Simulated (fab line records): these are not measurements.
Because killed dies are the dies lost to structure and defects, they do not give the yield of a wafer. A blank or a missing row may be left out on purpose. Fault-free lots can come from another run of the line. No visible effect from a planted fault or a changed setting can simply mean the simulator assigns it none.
One fault seen from 2 desks || flow gf180mcu || numbers are kept per desk, each desk with only its own; the story behind them comes last

AT THE METROLOGY DESK
Lot by lot, what the gauges showed, no matter which tool ran the lot: averages of those sampled wafers that carry a number. A lot is out of limits, marked OUT, if its mean lies more than 4 standard deviations from the usual mean; the brackets give that distance.
Columns: A = V4_CVD_02_THK at GF_V4_THK_MEAS_03, usual 853 nm
{"lot": "L994", "first seen here": "day 23 05:45", "A": 856}
{"lot": "L997", "first seen here": "day 24 15:14", "A": 857}
{"lot": "L999", "first seen here": "day 25 11:13", "A": 850}
{"lot": "L100", "first seen here": "day 25 22:29", "A": 852}
{"lot": "L101", "first seen here": "day 26 03:47", "A": 867}
{"lot": "L103", "first seen here": "day 27 01:47", "A": 855}
{"lot": "L110", "first seen here": "day 28 18:22", "A": "1085 (+25) OUT"}
{"lot": "L112", "first seen here": "day 29 04:38", "A": "1086 (+25) OUT"}
{"lot": "L114", "first seen here": "day 29 19:19", "A": 851}
{"lot": "L115", "first seen here": "day 30 12:56", "A": 844}
{"lot": "L117", "first seen here": "day 30 15:20", "A": 853}
Finding of this desk: L110, L112 out of limits, first seen on L110 at day 28 18:22 (V4_CVD_02_THK at GF_V4_THK_MEAS_03). L994, L997, L999, L100, L101, L103, L114, L115, L117: within limits.

AT THE TOOL OWNER'S DESK: pecvd-01
The tool's own readings at GF_V4_CVD_02 (deposits SiO2 from TEOS, target thk 850 nm, time 94.851 s): means of the sampled wafers that have a number, for each lot that ran on this tool. A lot is out of limits, marked OUT, if its mean lies more than 4 standard deviations from the usual mean; the brackets give that distance.
Columns: A = heater-power-w at GF_V4_CVD_02, usual 648 W
{"lot": "L100", "first seen here": "day 25 22:25", "A": 662}
{"lot": "L101", "first seen here": "day 26 03:43", "A": 631}
{"lot": "L110", "first seen here": "day 28 18:17", "A": 635}
{"lot": "L112", "first seen here": "day 29 04:34", "A": 670}
Finding of this desk: none of the 4 lots has anything out of limits.

ALL TOGETHER
The metrology desk could have raised an alarm at day 28 18:22, on L110, L112.
Nothing out of limits was seen by the tool owner's desk.
The tool owner's desk has L110, L112 on record, within its limits.
The lots listed all ran GF_V4_CVD_02 on pecvd-01.

WHAT WAS PUT IN BY THE SIMULATOR
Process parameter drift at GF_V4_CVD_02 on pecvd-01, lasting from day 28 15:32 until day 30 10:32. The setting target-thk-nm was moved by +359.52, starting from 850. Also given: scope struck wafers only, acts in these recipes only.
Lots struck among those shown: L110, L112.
Per desk, hours elapsed from the start of the fault to the first reading out of limits: for the metrology desk, 3.
